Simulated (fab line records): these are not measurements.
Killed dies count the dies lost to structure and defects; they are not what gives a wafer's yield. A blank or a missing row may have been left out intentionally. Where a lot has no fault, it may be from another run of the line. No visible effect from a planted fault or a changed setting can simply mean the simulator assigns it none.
A struck lot beside a sound one + flow sky130 + 34 out of 708 route steps
Sound: these wafers, L504.1, L504.3, L504.5. Struck: wafer L515.5 (left out: L515.2, L515.4 of the same lot, which were not struck); the cause appears at the end.
Order at every step that has rows: each side's tool, ch and its chambers, its first start. Under that, the readings that differ: sound wafers + struck wafers + difference of the means + sigmas: that difference in standard deviations of wafers without a fault.
alike: words and numbers the same on both sides, and readings whose means are apart by under 2 such deviations; not compared: readings that were withheld, readings missing a value for some wafer, numbers with overlapping values and no deviation given by the record, and bounds like >300 which may hide the same value.
The two part at a step that has a row with sigmas, a row that says differs or no value, or rows on one side only. Numbers that don't overlap but have no deviation are shown without sigmas and don't part them. A reading that every wafer of one side lacks parts them only if that side has two wafers or more.

first, 9 steps without rows for these wafers: SKY_VIA1_ETCH_14 (etches BARC in N2/H2, stops on SiO2, time 45.9 s, target depth 60 nm); SKY_VIA1_ETCH_15 (etches SiO2 in C4F8/O2/Ar, stops on TiN, target depth 351 nm, time 54 s); SKY_VIA1_STRIP_16 (strips in O2/N2); SKY_VIA1_STRIP_17 (strips in post etch residue remover, time 1200 s); SKY_VIA1_CLEAN_18 (cleans in IPA, time 180 s); SKY_VIA1_CLEAN_19 (cleans in O3/DIW); SKY_VIA1_SPUTTER_20 (material TiN, target thk 20 nm, time 80 s); SKY_VIA1_CVD_21 (deposits W, target thk 270 nm, time 80.902 s); SKY_VIA1_CMP_24 (polishes, stops on SiO2, t overpolish 15 s, target thk 0 nm).
SKY_METAL2_SPUTTER_00: material Ti, target thk 15 nm, time 10 s.
  struck on pvd-sputter-02, day 39 01:29; sound on pvd-sputter-01, day 36 03:26
  alike: chamber-pressure-pa, throttle-valve-pct
then, 23 steps without rows for these wafers: SKY_METAL2_SPUTTER_01 (material TiN, target thk 20 nm, time 16.7 s); SKY_METAL2_SPUTTER_02 (material AlCu, target thk 250 nm, time 13.3 s); SKY_METAL2_SPUTTER_03 (material Ti, target thk 5 nm, time 3.3 s); SKY_METAL2_SPUTTER_04 (material TiN, target thk 70 nm, time 58.3 s); SKY_METAL2_DEHYDRATE_07 (time 60 s); SKY_METAL2_HMDS_08 (prime time 60 s); SKY_METAL2_COAT_09 (resist thk 60 nm); SKY_METAL2_COAT_10 (resist thk 450 nm); SKY_METAL2_SOFTBAKE_11 (time 90 s); SKY_METAL2_EXPOSE_12 (exposes mask MM2, target cd 140 nm); SKY_METAL2_PEB_13; SKY_METAL2_DEVELOP_14 (develop time 60 s); SKY_METAL2_DESCUM_17 (chemistry O2, time 8 s); SKY_METAL2_ETCH_18 (etches BARC in N2/H2, stops on SiO2, time 45.9 s, target depth 60 nm); SKY_METAL2_METAL_ETCH_19 (etches the open film in Cl2/BCl3, stops on SiO2, target depth 360 nm, time 78 s); SKY_METAL2_STRIP_20 (strips in O2/N2); SKY_METAL2_STRIP_21 (strips in post etch residue remover, time 1200 s); SKY_METAL2_CLEAN_22 (cleans in IPA, time 180 s); SKY_METAL2_CLEAN_23 (cleans in O3/DIW); SKY_VIA2_HDPCVD_00 (deposits SiO2, target thk 1180 nm, time 196.7 s); SKY_VIA2_CMP_02 (polishes SiO2); SKY_VIA2_DEHYDRATE_04 (time 60 s); SKY_VIA2_HMDS_05 (prime time 60 s).
-- the record jumps here: 11 days lie between the struck wafers' starts before and after (it left off in module VIA2 and takes up again in module PAD_OPEN, whose first step shown is number 708 of the route) --
SKY_PAD_OPEN_PROBE_99:
  struck on prober-02, day 49 21:04; sound on prober-02, day 47 16:40
| reading                               | sound             | struck | difference | sigmas |
|---------------------------------------|-------------------|--------|------------|--------|
| defect-limited-yield (%)              | 79.9 83.7 82.9    | 76.6   | -5.6       | -3     |
| killed_at_M0_to_M3                    | 51 41 47          | 77     | +31        | +4     |
| killed-dies                           | 99 80 84          | 115    | +27        | +3     |
| sort_bin_5_function (%)               | 11.6 9.8 10.6     | 14.4   | +3.7       | +2     |
| sort-n-pass                           | 393 412 408       | 377    | -27        | -3     |
| sort-yield-pct (%)                    | 79.9 83.7 82.9    | 76.6   | -5.6       | -3     |
| model.etest.tester.sort-n-pass        | 393 412 408       | 377    | -27        |        |
| model.etest.tester.sort-yield-pct (%) | 79.88 83.74 82.93 | 76.63  | -5.55      |        |
| model.etest.tester.sort_bin_5_pct (%) | 11.59 9.756 10.57 | 14.43  | +3.79      |        |
| model.etest.tester.sort_bin_3_pct (%) | 1.626 1.423 0.813 | 2.033  | +0.746     |        |
  alike: killed_at_M4_up, killed-at-contacts, killed-at-front-end, killed-open, killed-short, sort_bin_3_pad_short, sort_bin_6_memory

WHERE THEY PART
Only at SKY_PAD_OPEN_PROBE_99, as far as this record shows.

WHY: what the simulator had put in
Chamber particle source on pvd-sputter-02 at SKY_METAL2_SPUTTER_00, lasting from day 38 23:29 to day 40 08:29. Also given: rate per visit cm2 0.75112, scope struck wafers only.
